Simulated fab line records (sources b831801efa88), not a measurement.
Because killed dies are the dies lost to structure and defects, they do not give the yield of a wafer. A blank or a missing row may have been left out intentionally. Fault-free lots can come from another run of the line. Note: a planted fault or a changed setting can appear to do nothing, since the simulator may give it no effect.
Which tool did it?	flow sky130	14 lots with 42 wafers sampled at 4 steps, on a route of 708 steps

== WHAT THE GAUGES SHOWED, per wafer ==
SKY_LDD_N_TW_MEAS_17.
lot	measured	on	LDD_N_TW
L739	day 17 09:37	film-metro-04	2623 2619 2627
L742	day 18 06:35	film-metro-02	2593 2585 2586
L741	day 18 06:53	film-metro-04	2627 2623 2605
L743	day 18 21:12	film-metro-02	2607 2592 2593
L745	day 20 14:15	film-metro-02	2604 2596 2599
L748	day 21 02:46	film-metro-02	2596 2611 2600
L750	day 21 17:12	film-metro-02	2601 2595 2585
L756	day 23 23:30	film-metro-03	2557 2559 2544
L757	day 24 02:16	film-metro-02	2608 2621 2609
L758	day 24 17:02	film-metro-04	2602 2608 2606
L759	day 24 22:55	film-metro-03	2555 2577 2555
L760	day 25 01:19	film-metro-04	2617 2614 2624
L761	day 25 11:04	film-metro-03	2562 2565 2564
L762	day 25 22:10	film-metro-02	2600 2609 2595

SKY_LDD_HVN_OVL_MEAS_07.
lot	measured	on	LDD_HVN_OVL (nm)
L739	day 19 22:55	overlay-02	-2.7 -2.6 -0.9
L742	day 20 19:36	overlay-02	-3.0 -2.7 -0.7
L741	day 20 20:16	overlay-01	-1.1 -0.1 -1.5
L743	day 21 11:50	overlay-02	-1.1 0.8 -0.2
L745	day 23 02:43	overlay-02	1.0 -0.5 -0.7
L748	day 23 15:02	overlay-02	-1.3 0.8 0.5
L750	day 24 05:16	overlay-02	-0.5 2.2 -0.4
L756	day 26 08:52	overlay-02	1.8 1.7 -0.3
L757	day 26 12:33	overlay-01	-1.4 -0.5 1.4
L758	day 27 02:37	overlay-01	2.7 1.0 0.3
L759	day 27 07:31	overlay-02	-2.0 -2.3 -2.1
L760	day 27 10:36	overlay-01	1.8 -0.2 -0.9
L761	day 27 19:52	overlay-02	-0.1 -4.2 0.5
L762	day 28 06:16	overlay-01	-1.2 -0.1 0.8

SKY_POLY_CUT_OVL_MEAS_09.
lot	measured	on	POLY_CUT_OVL (nm)
L739	day 23 19:46	overlay-01	8 4 0
L742	day 24 16:10	overlay-02	-3 -4 -4
L741	day 24 16:07	overlay-01	11 8 8
L743	day 25 08:26	overlay-02	-4 5 -1
L745	day 26 21:28	overlay-02	4 3 2
L748	day 27 07:19	overlay-02	11 11 9
L750	day 27 21:34	overlay-01	12 7 12
L756	day 29 22:19	overlay-02	9 16 17
L757	day 30 02:31	overlay-02	1 -10 5
L758	day 30 17:17	overlay-01	6 10 7
L759	day 30 21:28	overlay-02	2 0 1
L760	day 30 22:43	overlay-01	-1 2 7
L761	day 31 11:46	overlay-02	-3 3 -9
L762	day 31 20:16	overlay-01	11 6 -5

== TOOL THAT RAN EACH LOT (tool first, then ch and the chambers of the sampled wafers, then the start) ==
lot	SKY_LDD_LDN_IMPLANT_08
L739	implanter-04 ch 0, day 22 12:09
L742	implanter-01 ch 0, day 23 08:20
L741	implanter-03 ch 0, day 23 08:46
L743	implanter-04 ch 0, day 24 00:57
L745	implanter-01 ch 0, day 25 14:16
L748	implanter-01 ch 0, day 26 00:52
L750	implanter-01 ch 0, day 26 15:36
L756	implanter-04 ch 0, day 28 16:23
L757	implanter-03 ch 0, day 28 20:51
L758	implanter-04 ch 0, day 29 10:54
L759	implanter-04 ch 0, day 29 15:13
L760	implanter-04 ch 0, day 29 17:16
L761	implanter-03 ch 0, day 30 04:03
L762	implanter-03 ch 0, day 30 14:04
- SKY_LDD_LDN_IMPLANT_08

== WHAT THE TOOLS THEMSELVES READ (means of the sampled wafers that have a number; where no wafer has one, the mark that the record gives instead) ==
SKY_LDD_LDN_IMPLANT_08.
lot	tool	dose-ions-cm2	faraday-current-uA	rotation-deg (degrees)
L739	implanter-04	1.2503e+13	70.3	22.964
L742	implanter-01	1.2512e+13	70.5	23.014
L741	implanter-03	1.2509e+13	70.8	23.031
L743	implanter-04	1.2510e+13	70.8	23.001
L745	implanter-01	1.2499e+13	70.9	23.000
L748	implanter-01	1.1809e+13	66.1	23.009
L750	implanter-01	1.1821e+13	66.0	23.005
L756	implanter-04	1.2501e+13	71.7	23.009
L757	implanter-03	1.2488e+13	72.2	23.024
L758	implanter-04	1.2504e+13	70.9	23.029
L759	implanter-04	1.2484e+13	71.2	23.021
L760	implanter-04	1.2503e+13	69.3	23.016
L761	implanter-03	1.2496e+13	70.4	22.994
L762	implanter-03	1.2479e+13	70.7	22.989

== THE ANSWER, worked out from the rows above alone ==
Rule: usual is defined by the lots themselves. The widest of any qualifying gaps counts: lots, ordered by their means at a reading, are off when they make up no more than a third of the lots, leave a main group of 4 or more, and stand apart from it by 3 or more times the standard deviation of that group's means. A main group whose means are all the same, to the digits that the tables above print for the reading, isn't used. A lot without any number at a reading at which 4 lots or more have one is off too. All remaining lots with rows at the step are treated as sound. The gauges are gone through in route order, then the tools' own readings, and for those a lot's mean is taken as printed above. At the first step where some lot is off, the reading lying furthest off is the one used; lots without a number count as furthest.
Off: L748, L750, at SKY_LDD_LDN_IMPLANT_08 (dose-ions-cm2). Main group: mean 1.2499e+13, sd 1e+10.
A tool fits if, at that step or a process step before it, it ran every lot that is off, and no sound lot after the first of them. One fits: implanter-01 at SKY_LDD_LDN_IMPLANT_08. Its last sound lot is L745 (day 25 14:16), its first lot that is off L748 (day 26 00:52): a fault that began between those two fits.
The tool's own readings at SKY_LDD_LDN_IMPLANT_08 bear it out: on the lots that are off they differ by more than 5 times the standard deviation of the sound lots' means. dose-ions-cm2 reads 1.1815e+13 there against 1.2499e+13 on the sound lots; faraday-current-uA reads 66.0 there against 70.8 on the sound lots.

== WHAT THE SIMULATOR HAD PUT IN ==
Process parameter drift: implanter-01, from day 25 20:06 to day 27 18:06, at SKY_LDD_LDN_IMPLANT_08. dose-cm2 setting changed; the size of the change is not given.
Shown lots that were struck: L748, L750. Same finding as the rule above.
